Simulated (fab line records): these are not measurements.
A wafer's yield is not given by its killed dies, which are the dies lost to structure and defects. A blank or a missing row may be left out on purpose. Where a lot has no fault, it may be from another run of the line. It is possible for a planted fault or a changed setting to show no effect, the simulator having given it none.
Chamber matching | flow sky130 | 4 sister chambers for SKY_LI_CONTACT_CMP_24 on cmp-01
The step polishes, stops on PSG, t overpolish 20 s, target thk 0 nm. 8 wafers are shown with their chamber, then 9 later ones without.

== WAFERS WITH THEIR CHAMBER ==
wafer  | chamber | motor current A (A) | time to endpoint s (s)
L427.2 | 1       | 12.3                | 95
L427.6 | 1       | 11.9                | 95
L433.3 | 2       | 10.7                | 105
L433.6 | 0       | 10.9                | 89
L438.1 | 0       | 10.6                | 89
L440.2 | 3       | 9.1                 | 99
L440.5 | 3       | 9.0                 | 101
L440.6 | 2       | 10.1                | 102

== WAFERS WITHOUT THEIR CHAMBER ==
wafer  | motor current A (A) | time to endpoint s (s)
L441.1 | 9.0                 | 100
L441.4 | 10.6                | 100
L441.5 | 10.6                | 97
L443.4 | 12.1                | 99
L443.5 | 10.7                | 91
L443.6 | 9.0                 | 97
L444.2 | 9.3                 | 93
L444.3 | 12.5                | 95
L444.4 | 10.6                | 100

== WHICH CHAMBER EACH ONE RAN IN ==
wafer  | from the rows above               | in truth
L441.1 | 3                                 | 3
L441.4 | 2                                 | 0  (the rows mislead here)
L441.5 | can't be placed: 2 or 1 or 3 or 0 | 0
L443.4 | 1                                 | 1
L443.5 | 0                                 | 0
L443.6 | 3                                 | 3
L444.2 | can't be placed: 3 or 0           | 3
L444.3 | 1                                 | 1
L444.4 | 2                                 | 2
Placed correctly: 6 of 9. Unplaceable from these rows: 2, with the true chamber sitting among the candidates in 2. Placed wrongly: 1.
How it was worked out, from the rows above alone: a wafer's distance from a chamber is the root of the sum, over the readings, of the square of ((its reading less the chamber's mean) divided by the reading's scatter). The wafer belongs to the nearest chamber; if the next one is less than 2 further off, it can't be placed. For every chamber, the mean is computed from those of its wafers that are shown. The scatter is the square root of a quotient: the sum, over the shown wafers, of each reading's squared deviation from its chamber's mean, divided by wafers minus chambers.
